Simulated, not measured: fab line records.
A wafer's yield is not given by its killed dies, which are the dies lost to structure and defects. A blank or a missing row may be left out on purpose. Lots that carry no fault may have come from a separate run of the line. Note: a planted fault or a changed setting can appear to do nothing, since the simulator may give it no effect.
Which tool was responsible? / flow gf180mcu / Sampling: 11 lots, 33 wafers, 3 of 602 route steps

## WHAT THE GAUGES READ, wafer by wafer
GF_M3_THK_MEAS_06: measures by xrf. Usual: M3_ALCU_THK typically reads 452 nm, with standard deviation 7.4.
lot=L380; measured=day 21 04:43; on=film-metro-02; M3_ALCU_THK (nm)=457 458 455; flag=
lot=L383; measured=day 21 19:55; on=film-metro-02; M3_ALCU_THK (nm)=445 446 446; flag=
lot=L384; measured=day 22 07:50; on=film-metro-04; M3_ALCU_THK (nm)=453 457 468; flag=
lot=L386; measured=day 23 03:32; on=film-metro-02; M3_ALCU_THK (nm)=445 446 447; flag=
lot=L387; measured=day 23 04:25; on=film-metro-02; M3_ALCU_THK (nm)=447 445 445; flag=
lot=L390; measured=day 24 10:21; on=film-metro-02; M3_ALCU_THK (nm)=457 452 448; flag=
lot=L391; measured=day 24 17:56; on=film-metro-04; M3_ALCU_THK (nm)=455 456 457; flag=
lot=L392; measured=day 24 23:56; on=film-metro-02; M3_ALCU_THK (nm)=448 451 447; flag=
lot=L399; measured=day 27 02:05; on=film-metro-04; M3_ALCU_THK (nm)=463 464 466; flag=
lot=L400; measured=day 27 08:16; on=film-metro-02; M3_ALCU_THK (nm)=446 462 457; flag=
lot=L401; measured=day 27 16:31; on=film-metro-04; M3_ALCU_THK (nm)=450 458 454; flag=

## WHICH TOOL RAN EACH LOT (tool, then ch and the chambers of the sampled wafers, then the start)
lot=L380; GF_V2_CMP_26=cmp-02 ch 0,1,2, day 21 04:07; GF_M3_SPUTTER_01=pvd-sputter-04, day 21 04:28
lot=L383; GF_V2_CMP_26=cmp-01 ch 0,3, day 21 19:16; GF_M3_SPUTTER_01=pvd-sputter-04, day 21 19:40
lot=L384; GF_V2_CMP_26=cmp-01 ch 1,2, day 22 07:10; GF_M3_SPUTTER_01=pvd-sputter-02, day 22 07:34
lot=L386; GF_V2_CMP_26=cmp-02 ch 0,1,3, day 23 02:53; GF_M3_SPUTTER_01=pvd-sputter-01, day 23 03:17
lot=L387; GF_V2_CMP_26=cmp-01 ch 0,1,3, day 23 03:45; GF_M3_SPUTTER_01=pvd-sputter-04, day 23 04:09
lot=L390; GF_V2_CMP_26=cmp-02 ch 0,2, day 24 09:45; GF_M3_SPUTTER_01=pvd-sputter-02, day 24 10:06
lot=L391; GF_V2_CMP_26=cmp-01 ch 0,1,3, day 24 17:26; GF_M3_SPUTTER_01=pvd-sputter-01, day 24 17:41
lot=L392; GF_V2_CMP_26=cmp-01 ch 1,3, day 24 23:21; GF_M3_SPUTTER_01=pvd-sputter-01, day 24 23:42
lot=L399; GF_V2_CMP_26=cmp-02 ch 1,3, day 27 01:27; GF_M3_SPUTTER_01=pvd-sputter-01, day 27 01:51
lot=L400; GF_V2_CMP_26=cmp-02 ch 1,2,3, day 27 07:42; GF_M3_SPUTTER_01=pvd-sputter-02, day 27 08:00
lot=L401; GF_V2_CMP_26=cmp-02 ch 1,2,3, day 27 15:55; GF_M3_SPUTTER_01=pvd-sputter-01, day 27 16:16
- GF_V2_CMP_26: polishes, stops on SiO2, t overpolish 15 s, target thk 0 nm.
- GF_M3_SPUTTER_01: material TiN, target thk 30 nm, time 25 s.

## WHAT THE TOOLS THEMSELVES READ (means of the sampled wafers that have a number; where no wafer has one, the mark that the record gives instead)
GF_V2_CMP_26. Usual: motor-current-A 11.5 A, standard deviation 1.5; overpolish-run-s 15.002 s, standard deviation 0.0093; platen-rpm 60.01 rpm, standard deviation 0.04; time-to-endpoint-s 88 s, standard deviation 3.6.
lot=L380; tool=cmp-02; motor-current-A (A)=10.2; overpolish-run-s (s)=15.009; platen-rpm (rpm)=60.03; time-to-endpoint-s (s)=87; flag=
lot=L383; tool=cmp-01; motor-current-A (A)=12.0; overpolish-run-s (s)=14.993; platen-rpm (rpm)=59.99; time-to-endpoint-s (s)=90; flag=
lot=L384; tool=cmp-01; motor-current-A (A)=13.0; overpolish-run-s (s)=15.009; platen-rpm (rpm)=59.95; time-to-endpoint-s (s)=88; flag=
lot=L386; tool=cmp-02; motor-current-A (A)=10.4; overpolish-run-s (s)=15.006; platen-rpm (rpm)=60.02; time-to-endpoint-s (s)=84; flag=
lot=L387; tool=cmp-01; motor-current-A (A)=13.1; overpolish-run-s (s)=15.000; platen-rpm (rpm)=60.00; time-to-endpoint-s (s)=92; flag=
lot=L390; tool=cmp-02; motor-current-A (A)=9.3; overpolish-run-s (s)=15.009; platen-rpm (rpm)=60.02; time-to-endpoint-s (s)=89; flag=
lot=L391; tool=cmp-01; motor-current-A (A)=12.9; overpolish-run-s (s)=15.003; platen-rpm (rpm)=60.00; time-to-endpoint-s (s)=94; flag=
lot=L392; tool=cmp-01; motor-current-A (A)=13.4; overpolish-run-s (s)=15.003; platen-rpm (rpm)=59.98; time-to-endpoint-s (s)=89; flag=
lot=L399; tool=cmp-02; motor-current-A (A)=11.7; overpolish-run-s (s)=14.996; platen-rpm (rpm)=60.01; time-to-endpoint-s (s)=82; flag=
lot=L400; tool=cmp-02; motor-current-A (A)=11.7; overpolish-run-s (s)=14.994; platen-rpm (rpm)=60.02; time-to-endpoint-s (s)=84; flag=
lot=L401; tool=cmp-02; motor-current-A (A)=11.1; overpolish-run-s (s)=15.004; platen-rpm (rpm)=60.02; time-to-endpoint-s (s)=88; flag=

GF_M3_SPUTTER_01. Usual: chamber-pressure-pa 0.3802 Pa, standard deviation 0.00071; throttle-valve-pct 29.8 %, standard deviation 0.83.
lot=L380; tool=pvd-sputter-04; chamber-pressure-pa (Pa)=0.3807; throttle-valve-pct (%)=29.7; flag=
lot=L383; tool=pvd-sputter-04; chamber-pressure-pa (Pa)=0.3802; throttle-valve-pct (%)=29.7; flag=
lot=L384; tool=pvd-sputter-02; chamber-pressure-pa (Pa)=0.3795; throttle-valve-pct (%)=30.0; flag=
lot=L386; tool=pvd-sputter-01; chamber-pressure-pa (Pa)=0.3803; throttle-valve-pct (%)=30.4; flag=
lot=L387; tool=pvd-sputter-04; chamber-pressure-pa (Pa)=0.3803; throttle-valve-pct (%)=29.7; flag=
lot=L390; tool=pvd-sputter-02; chamber-pressure-pa (Pa)=0.3812; throttle-valve-pct (%)=29.8; flag=
lot=L391; tool=pvd-sputter-01; chamber-pressure-pa (Pa)=0.3804; throttle-valve-pct (%)=30.1; flag=
lot=L392; tool=pvd-sputter-01; chamber-pressure-pa (Pa)=0.3801; throttle-valve-pct (%)=29.8; flag=
lot=L399; tool=pvd-sputter-01; chamber-pressure-pa (Pa)=0.3795; throttle-valve-pct (%)=29.7; flag=
lot=L400; tool=pvd-sputter-02; chamber-pressure-pa (Pa)=0.3799; throttle-valve-pct (%)=29.6; flag=
lot=L401; tool=pvd-sputter-01; chamber-pressure-pa (Pa)=0.3801; throttle-valve-pct (%)=29.6; flag=

## THE ANSWER, worked out from the rows above alone
Rule: a lot counts as off when the mean over its wafers that have a number is more than 3 standard deviations away from the usual mean. A lot without any number at a reading at which 4 lots or more have one is off too. All remaining lots with rows at the step are treated as sound. The gauges are gone through in route order, then the tools' own readings, and for those a lot's mean is taken as printed above. The first step at which some lot is off is used, and at that step the reading that is off furthest; a lot without a number counts as furthest.
No lot is off at any reading shown: from this, nothing can be told.

## WHAT HAD BEEN PUT IN BY THE SIMULATOR
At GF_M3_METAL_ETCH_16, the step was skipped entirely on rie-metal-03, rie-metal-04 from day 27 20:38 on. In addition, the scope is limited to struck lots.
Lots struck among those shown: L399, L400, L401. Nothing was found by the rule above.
